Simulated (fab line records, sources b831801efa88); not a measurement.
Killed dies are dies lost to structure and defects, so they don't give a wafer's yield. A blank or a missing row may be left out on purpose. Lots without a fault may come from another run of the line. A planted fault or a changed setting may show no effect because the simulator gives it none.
Tool commonality check | flow gf180mcu | 14 lots, 48 wafers sampled

WHY IT WAS OPENED
At GF_STI_THK_MEAS_02 the reading STI_OXIDATION_THK is flagged on 2 of 14 lots. Wafers without a fault read 10.13 nm, standard deviation 0.18.
Rule: a lot is flagged when every wafer of it that has a number lies more than 4 standard deviations from that mean, or none has a number. The other lots count as sound.

lot  | measured    | on            | STI_OXIDATION_THK (nm), wafer by wafer | flag
L224 | day 1 11:32 | film_metro-03 | 10.03 9.84 9.87                        |
L225 | day 1 16:31 | film_metro-02 | 10.05 9.82 10.04                       |
L226 | day 1 21:42 | film_metro-03 | 10.42 10.43 10.42                      |
L227 | day 2 02:31 | film_metro-01 | 10.32 10.30 10.06                      |
L228 | day 2 07:35 | film_metro-03 | 10.12 10.14 10.04                      |
L229 | day 2 12:32 | film_metro-01 | 10.17 9.93 10.06                       |
L232 | day 3 03:40 | film_metro-02 | 9.94 9.67 9.90                         |
L233 | day 3 08:32 | film_metro-03 | 10.18 10.06 10.21                      |
L235 | day 3 21:34 | film_metro-01 | 16.46 16.20 16.24 16.49 16.25 16.24    | FLAGGED
L236 | day 3 23:31 | film_metro-01 | 10.03 9.95 10.07                       |
L237 | day 4 04:34 | film_metro-03 | 9.98 10.05 10.01                       |
L238 | day 4 09:32 | film_metro-01 | 9.82 9.94 9.66                         |
L239 | day 4 16:46 | film_metro-01 | 16.26 16.10 16.05 16.31 16.10 16.11    | FLAGGED
L247 | day 6 06:57 | film_metro-03 | 10.08 10.13 10.08                      |
The numbers of the flagged lots are 16.23 nm on average: +6.10 nm against the usual, or +34 standard deviations.

WHICH TOOL RAN EACH LOT
The record holds 1 process step before the reading, out of a route of 602 steps. In each cell: the tool, then ch and the chambers that the sampled wafers went through, then the start.
lot  | flag    | GF_STI_OXIDATION_01
L224 |         | furnace-01 ch 0, day 1 10:07
L225 |         | furnace-01 ch 0, day 1 15:07
L226 |         | furnace-02 ch 0, day 1 20:17
L227 |         | furnace-01 ch 0, day 2 01:07
L228 |         | furnace-02 ch 0, day 2 06:10
L229 |         | furnace-02 ch 0, day 2 11:09
L232 |         | furnace-01 ch 0, day 3 02:15
L233 |         | furnace-01 ch 0, day 3 07:07
L235 | FLAGGED | furnace-01 ch 0, day 3 17:15
L236 |         | furnace-01 ch 0, day 3 22:07
L237 |         | furnace-02 ch 0, day 4 03:10
L238 |         | furnace-02 ch 0, day 4 08:07
L239 | FLAGGED | furnace-01 ch 0, day 4 13:49
L247 |         | furnace-01 ch 0, day 6 05:29
What these steps do:
- GF_STI_OXIDATION_01: stabilise 600 s, purge 300 s, target thk 10 nm.
- GF_STI_THK_MEAS_02

FLAGGED OVER TOTAL, TOOL BY TOOL (the gauges that took the reading come last)
step                | tool          | lots run | flagged | share of the flagged lots | sound lots run after its first flagged lot
GF_STI_OXIDATION_01 | furnace-01    | 9        | 2       | all                       | 2 (L236,L247)
GF_STI_OXIDATION_01 | furnace-02    | 5        | 0       | none                      | -
GF_STI_THK_MEAS_02  | film_metro-01 | 6        | 2       | all                       | 2 (L236,L238)
GF_STI_THK_MEAS_02  | film_metro-02 | 2        | 0       | none                      | -
GF_STI_THK_MEAS_02  | film_metro-03 | 6        | 0       | none                      | -

WHAT THE TABLE ALLOWS
2 rows of the table ran every flagged lot: furnace-01 at GF_STI_OXIDATION_01, film_metro-01 at GF_STI_THK_MEAS_02.
- furnace-01 at GF_STI_OXIDATION_01: 2 of its 9 lots flagged. Sound lots ran on it after the first flagged one (L236, L247), which a lasting fault on the whole tool wouldn't allow.
- film_metro-01 at GF_STI_THK_MEAS_02: 2 of its 6 lots flagged. Sound lots ran on it after the first flagged one (L236, L238), which a lasting fault on the whole tool wouldn't allow.
No row of the table ran every flagged lot and no sound lot after the first.

WHAT THE SIMULATOR HAD PUT IN
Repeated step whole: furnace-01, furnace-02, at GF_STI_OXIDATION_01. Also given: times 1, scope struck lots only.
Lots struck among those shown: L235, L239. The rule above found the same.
